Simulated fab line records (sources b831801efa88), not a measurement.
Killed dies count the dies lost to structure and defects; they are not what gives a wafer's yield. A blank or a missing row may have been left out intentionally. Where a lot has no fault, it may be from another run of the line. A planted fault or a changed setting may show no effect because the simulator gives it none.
fab line records    flow sky130
record lots=11  wafers=33  lastDay=50
route steps=708 shown RES_PROTECT@214 LOCAL_INTERCONNECT@387 METAL1@438 VIA2@519 PAD_OPEN@708
lots untouched by any fault: they come from a run of this same line in which no faults occurred
startH: hours from the record's first day to the start of the lot's first wafer shown    waitH: hours elapsed since this lot's preceding step    " same as the row above    L1.1+2: one row covering several wafers at once    - value missing, or start not given    * or withheld: withheld    < > ~ a bound
route shown NAME@n: names a module that has steps shown in the file, with the first one's number in the route    usual: the fault-free wafers' mean and standard deviation    same: alike in all rows    chamber/n: place in a boat    sites: the reading at each site    _std_site: standard deviation across them    _edge_site: mean of outer sites minus mean of inner sites    radiusMm: for every site, how far away it sits from the centre of the wafer    mask NAME#n: copy n    behind: the last tool/chamber to shape the wafer    hold: cause of the lot's hold/its duration in hours/its outcome    device: the transistor (n, p or np) that didn't switch    end of line: at the end of the route, the tests of the same wafers    a step given without rows: its recipe and nothing more    killed: not the wafer's yield, but the dies lost to structure and defects at the first sort    map: a wafer's dies, x killed, . not, _ none there
set.NAME: the setting that was run; set.NAME@STEP: the one run at that earlier step    model.NAME: the simulator's own value behind a step, which no gauge read
route steps across a sampled set of lots; one table per step, one row per wafer
services: the hour from which a tool's chamber was out of use, counted from the record's first day as startH (under 0 if before that day), plus the number of hours and why
## steps
# step SKY_RES_PROTECT_STRIP_07
# recipe chemistry=O2/N2  powerW=1400  pressureMtorr=1500  platenTempC=withheld  o2FlowSccm=3000  n2FlowSccm=300  overashFraction=0.5
# usual drypumpMotorCurrentA=5.4/0.42  oesProductAu=0.518/0.0044  stripTimeToEndpointS=23.29/0.045
# same overashFraction=0.5
lot.wafer  tool            chamber  startH  waitH  drypumpMotorCurrentA  oesProductAu  rfHoursCounterH  stripTimeToEndpointS
L269.1     plasmaAsher-01  1        338.02  0.1    5.0                   0.522         66               23.26
L269.2     "               0        "       "      6.1                   0.520         66               23.24
L269.3     "               0        "       "      6.1                   0.523         -                23.27
L272.2     plasmaAsher-01  0        373.41  0.1    6.1                   0.520         68               23.36
L272.3     "               0        "       "      6.1                   0.510         -                23.33
L272.5     "               0        "       "      6.1                   0.523         -                23.34
L273.2     plasmaAsher-01  1        401.36  0.1    5.0                   0.514         70               23.30
L273.3     "               1        "       "      5.0                   0.513         -                23.25
L273.5     "               1        "       "      5.0                   0.523         -                23.33
L274.4     plasmaAsher-03  1        406.15  0.1    5.2                   0.525         -                23.30
L274.5     "               1        "       "      5.2                   0.518         -                23.35
L274.6     "               0        "       "      5.3                   0.511         -                23.36
L276.2     plasmaAsher-03  1        419.36  0.1    5.2                   0.517         29               23.32
L276.4     "               0        "       "      5.3                   0.524         -                23.34
L276.5     "               0        "       "      5.3                   0.511         -                23.27
L279.1     plasmaAsher-03  0        425.47  0.1    5.3                   0.515         29               23.30
L279.4     "               1        "       "      5.3                   0.519         -                23.27
L279.5     "               1        "       "      5.2                   0.516         -                23.26
L278.3     plasmaAsher-02  1        426.00  0.1    5.7                   0.517         -                23.18
L278.4     "               0        "       "      5.0                   0.511         -                23.19
L278.5     "               0        "       "      5.0                   0.525         -                23.24
L280.2     plasmaAsher-01  0        438.41  0.1    6.1                   0.515         1                23.36
L280.5     "               1        "       "      5.0                   0.524         -                23.35
L280.6     "               0        "       "      6.1                   0.521         -                23.35
L281.2     plasmaAsher-03  0        449.60  0.1    5.3                   0.514         32               23.28
L281.3     "               1        "       "      5.2                   0.523         -                23.28
L281.5     "               1        "       "      5.2                   0.520         -                23.26
L282.4     plasmaAsher-01  1        460.65  0.1    5.0                   0.516         -                23.30
L282.5     "               0        "       "      6.1                   0.522         -                23.25
L282.6     "               1        "       "      5.0                   0.519         -                23.26
L291.1     plasmaAsher-01  0        533.91  0.1    6.1                   0.513         9                23.29
L291.3     "               0        "       "      6.1                   0.518         -                23.27
L291.4     "               1        "       "      5.0                   0.514         -                23.22
# step SKY_LOCAL_INTERCONNECT_SPUTTER_00
# recipe material=TiN  targetThkNm=100  tempC=300  powerW=6500  timeS=83.3  chamberPressurePa=0.4
# usual throttleValvePct=29.3/0.75
lot.wafer  tool           chamber  startH  waitH  throttleValvePct
L269.1     pvdSputter-02  -        674.73  0.2    29.2
L269.2     "              -        "       "      29.2
L269.3     "              -        "       "      30.3
L272.2     pvdSputter-03  -        709.66  0.2    29.2
L272.3     "              -        "       "      29.4
L272.5     "              -        "       "      29.6
L273.2     pvdSputter-04  -        737.59  0.2    30.0
L273.3     "              -        "       "      30.9
L273.5     "              -        "       "      31.2
L274.4     pvdSputter-03  -        741.48  0.2    29.2
L274.5     "              -        "       "      29.3
L274.6     "              -        "       "      29.4
L276.2     pvdSputter-02  -        757.20  0.2    28.5
L276.4     "              -        "       "      29.0
L276.5     "              -        "       "      28.3
L279.1     pvdSputter-03  -        759.14  0.2    29.1
L279.4     "              -        "       "      29.8
L279.5     "              -        "       "      29.2
L278.3     pvdSputter-02  -        759.74  0.2    29.1
L278.4     "              -        "       "      30.5
L278.5     "              -        "       "      29.2
L280.2     pvdSputter-02  -        771.08  0.2    28.4
L280.5     "              -        "       "      29.1
L280.6     "              -        "       "      30.0
L281.2     pvdSputter-03  -        780.34  0.1    29.1
L281.3     "              -        "       "      29.9
L281.5     "              -        "       "      29.4
L282.4     pvdSputter-02  -        786.44  0.1    29.4
L282.5     "              -        "       "      29.9
L282.6     "              -        "       "      29.3
L291.1     pvdSputter-02  -        855.22  0.2    28.4
L291.3     "              -        "       "      30.2
L291.4     "              -        "       "      28.9
# step SKY_METAL1_SPUTTER_04
# recipe material=TiN  targetThkNm=70  powerW=6500  timeS=58.3  chamberPressurePa=0.4
# usual throttleValvePct=29.8/1.1
lot.wafer  tool           chamber  startH  waitH  throttleValvePct
L269.1     pvdSputter-04  -        734.85  0.0    30.3
L269.2     "              -        "       "      27.8
L269.3     "              -        "       "      28.4
L272.2     pvdSputter-03  -        768.76  0.0    29.5
L272.3     "              -        "       "      29.2
L272.5     "              -        "       "      29.1
L273.2     pvdSputter-03  -        795.73  0.0    29.8
L273.3     "              -        "       "      29.3
L273.5     "              -        "       "      29.9
L274.4     pvdSputter-01  -        798.82  0.0    30.9
L274.5     "              -        "       "      29.8
L274.6     "              -        "       "      31.4
L276.2     pvdSputter-04  -        813.53  0.0    28.8
L276.4     "              -        "       "      31.2
L276.5     "              -        "       "      27.7
L279.1     pvdSputter-01  -        815.90  0.0    30.8
L279.4     "              -        "       "      31.4
L279.5     "              -        "       "      29.6
L278.3     pvdSputter-01  -        817.28  0.0    30.9
L278.4     "              -        "       "      30.8
L278.5     "              -        "       "      31.5
L280.2     pvdSputter-04  -        829.05  0.0    31.0
L280.5     "              -        "       "      27.5
L280.6     "              -        "       "      30.8
L281.2     pvdSputter-04  -        837.48  0.0    30.4
L281.3     "              -        "       "      28.4
L281.5     "              -        "       "      30.1
L282.4     pvdSputter-03  -        843.64  0.0    29.9
L282.5     "              -        "       "      29.5
L282.6     "              -        "       "      29.0
L291.1     pvdSputter-03  -        909.94  0.0    30.0
L291.3     "              -        "       "      29.3
L291.4     "              -        "       "      29.3
# step SKY_METAL1_THK_MEAS_06
# recipe thkMeasGauge=xrf  reads=AlCu_of_METAL1_SPUTTER_02
# usual METAL1_ALCU_THK=251/3.3
lot.wafer  tool          chamber  startH  waitH  METAL1_ALCU_THK[nm]
L269.1     filmMetro-03  -        735.02  0.1    252
L269.2     "             -        "       "      251
L269.3     "             -        "       "      252
L272.2     filmMetro-01  -        768.94  0.1    251
L272.3     "             -        "       "      255
L272.5     "             -        "       "      252
L273.2     filmMetro-04  -        795.91  0.1    252
L273.3     "             -        "       "      251
L273.5     "             -        "       "      254
L274.4     filmMetro-04  -        799.02  0.1    257
L274.5     "             -        "       "      256
L274.6     "             -        "       "      252
L276.2     filmMetro-03  -        813.71  0.1    249
L276.4     "             -        "       "      248
L276.5     "             -        "       "      250
L279.1     filmMetro-01  -        816.07  0.1    254
L279.4     "             -        "       "      253
L279.5     "             -        "       "      252
L278.3     filmMetro-03  -        817.47  0.1    253
L278.4     "             -        "       "      254
L278.5     "             -        "       "      250
L280.2     filmMetro-03  -        829.23  0.1    249
L280.5     "             -        "       "      250
L280.6     "             -        "       "      247
L281.2     filmMetro-03  -        837.66  0.1    251
L281.3     "             -        "       "      248
L281.5     "             -        "       "      248
L282.4     filmMetro-03  -        843.84  0.1    249
L282.5     "             -        "       "      246
L282.6     "             -        "       "      244
L291.1     filmMetro-01  -        910.11  0.1    238
L291.3     "             -        "       "      255
L291.4     "             -        "       "      249
# step SKY_VIA2_CD_MEAS_12
# recipe targetCdNm=200
# usual cdNm=199.4/1.3
lot.wafer  tool      chamber  startH   waitH  cdNm
L269.1     cdSem-02  -        847.32   -      198.4
L269.2     "         -        "        "      199.5
L269.3     "         -        "        "      201.4
L272.2     cdSem-02  -        879.34   -      199.7
L272.3     "         -        "        "      199.8
L272.5     "         -        "        "      200.0
L273.2     cdSem-02  -        904.92   -      200.5
L273.3     "         -        "        "      198.3
L273.5     "         -        "        "      197.9
L274.4     cdSem-02  -        909.61   -      199.0
L274.5     "         -        "        "      199.2
L274.6     "         -        "        "      199.7
L276.2     cdSem-01  -        922.67   -      200.3
L276.4     "         -        "        "      199.0
L276.5     "         -        "        "      198.9
L279.1     cdSem-02  -        925.67   -      200.4
L279.4     "         -        "        "      200.0
L279.5     "         -        "        "      202.0
L278.3     cdSem-01  -        927.31   -      200.5
L278.4     "         -        "        "      198.0
L278.5     "         -        "        "      199.1
L280.2     cdSem-02  -        936.89   -      198.3
L280.5     "         -        "        "      198.4
L280.6     "         -        "        "      196.4
L281.2     cdSem-01  -        944.44   -      198.4
L281.3     "         -        "        "      197.1
L281.5     "         -        "        "      198.1
L282.4     cdSem-01  -        949.61   -      201.1
L282.5     "         -        "        "      200.9
L282.6     "         -        "        "      200.5
L291.1     cdSem-01  -        1012.31  -      200.3
L291.3     "         -        "        "      199.6
L291.4     "         -        "        "      199.5
# step SKY_PAD_OPEN_PROBE_99
# usual defectLimitedYield=82.6/1.8  killed_at_M0_to_M3=43/6.6  killed_at_M4_up=2.9/1.6  killedAtContacts=24/4.9  killedAtFrontEnd=15/4.5  killedAtOther=0.2/0.45  killedDies=86/8.8  killedOpen=48/6.4  killedShort=38/5.6  sort_bin_3_pad_short=0.8/0.38  sort_bin_5_function=10.2/1.4  sort_bin_6_memory=6.4/1.1  sortNPass=406/8.8  sortYieldPct=82.6/1.8
# same grossDies=492  killedAtBackSide=0  sort_bin_4_leakage[%]=0  sort_bin_8_speed[%]=0
lot.wafer  tool       chamber  startH   waitH  defectLimitedYield[%]  killed_at_M0_to_M3  killed_at_M4_up  killedAtContacts  killedAtFrontEnd  killedAtOther  killedDies  killedOpen  killedShort  sort_bin_3_pad_short[%]  sort_bin_5_function[%]  sort_bin_6_memory[%]  sortNPass  sortYieldPct[%]
L281.2     prober-01  -        1153.37  0.1    82.5                   38                  5                25                18                0              86          49          37           1.2                      10.4                    5.9                   406        82.5
L281.3     prober-01  -        1153.42  0.2    77.6                   54                  3                24                29                0              110         64          46           1.4                      12.0                    8.9                   382        77.6
L281.5     prober-01  -        1153.52  0.2    83.5                   34                  3                24                20                0              81          49          32           0.8                      10.4                    5.3                   411        83.5
# killed by level:class
L281.2 LI_CONTACT:geometricParticle:open=10 VIA1:geometricParticle:open=9 METAL1:geometricParticle:short=7 CONTACT:geometricParticle:open=6 FIELD_ISO:geometricParticle:open=5 FIELD_ISO:geometricParticle:short=4 POLY_GATE:geometricParticle:open=4 LI_CONTACT:geometricParticle:short=4
L281.3 VIA1:geometricParticle:open=15 VIA3:geometricParticle:open=10 CONTACT:geometricParticle:open=10 FIELD_ISO:geometricParticle:short=9 VIA1:geometricParticle:short=8 VIA2:geometricParticle:open=7 LOCAL_INTERCONNECT:geometricParticle:short=6 POLY_GATE:geometricParticle:open=5
L281.5 CONTACT:geometricParticle:open=11 VIA1:geometricParticle:open=7 VIA2:geometricParticle:open=7 POLY_GATE:geometricParticle:open=5 POLY_GATE:geometricParticle:short=5 LI_CONTACT:geometricParticle:open=5 VIA3:geometricParticle:open=5 METAL1:geometricParticle:short=4
## services
tool            chamber  startH  hours  kind
pvdSputter-02   -        342.44  2.0    repair
plasmaAsher-01  -        354.91  8.8    repair
plasmaAsher-01  -        375.18  12.4   pm
pvdSputter-04   -        382.18  0.5    repair
plasmaAsher-01  -        421.25  9.0    pm
plasmaAsher-03  -        433.61  1.2    repair
pvdSputter-02   -        445.71  9.1    repair
pvdSputter-02   -        459.46  1.3    repair
plasmaAsher-01  -        470.70  3.5    repair
plasmaAsher-03  -        482.86  15.6   pm
plasmaAsher-01  -        494.59  1.1    repair
plasmaAsher-01  -        504.35  7.3    repair
plasmaAsher-03  -        505.02  1.6    repair
pvdSputter-03   -        513.46  3.1    repair
pvdSputter-02   -        522.32  2.6    repair
plasmaAsher-01  -        524.93  8.2    repair
plasmaAsher-03  -        592.60  2.2    repair
plasmaAsher-01  -        598.70  2.8    pm
pvdSputter-03   -        601.30  5.6    repair
pvdSputter-02   -        690.88  4.6    repair
plasmaAsher-01  -        735.68  1.2    repair
pvdSputter-04   -        749.74  23.4   repair
pvdSputter-04   -        780.60  9.8    repair
pvdSputter-03   -        783.06  4.4    repair
## key
firstSign step=SKY_METAL1_THK_MEAS_06  reading=METAL1_ALCU_THK  direction=down  sigmas=4  usual=251  struck=238
effect none on later readings
metAt SKY_METAL1_SPUTTER_04
struckLots L291
struckWafers L291.1
notActingAt SKY_RES_PROTECT_STRIP_07,SKY_LOCAL_INTERCONNECT_SPUTTER_00,SKY_VIA2_CD_MEAS_12
onsetBetween 843.64 909.94
fault kind=processParameterDrift  tool=pvdSputter-03  chamber=-  onsetH=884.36  steps=SKY_METAL1_SPUTTER_04  channel=timeS  offset=*  shape=step  endH=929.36  scope=struckWafersOnly  actsIn=*  stated=*
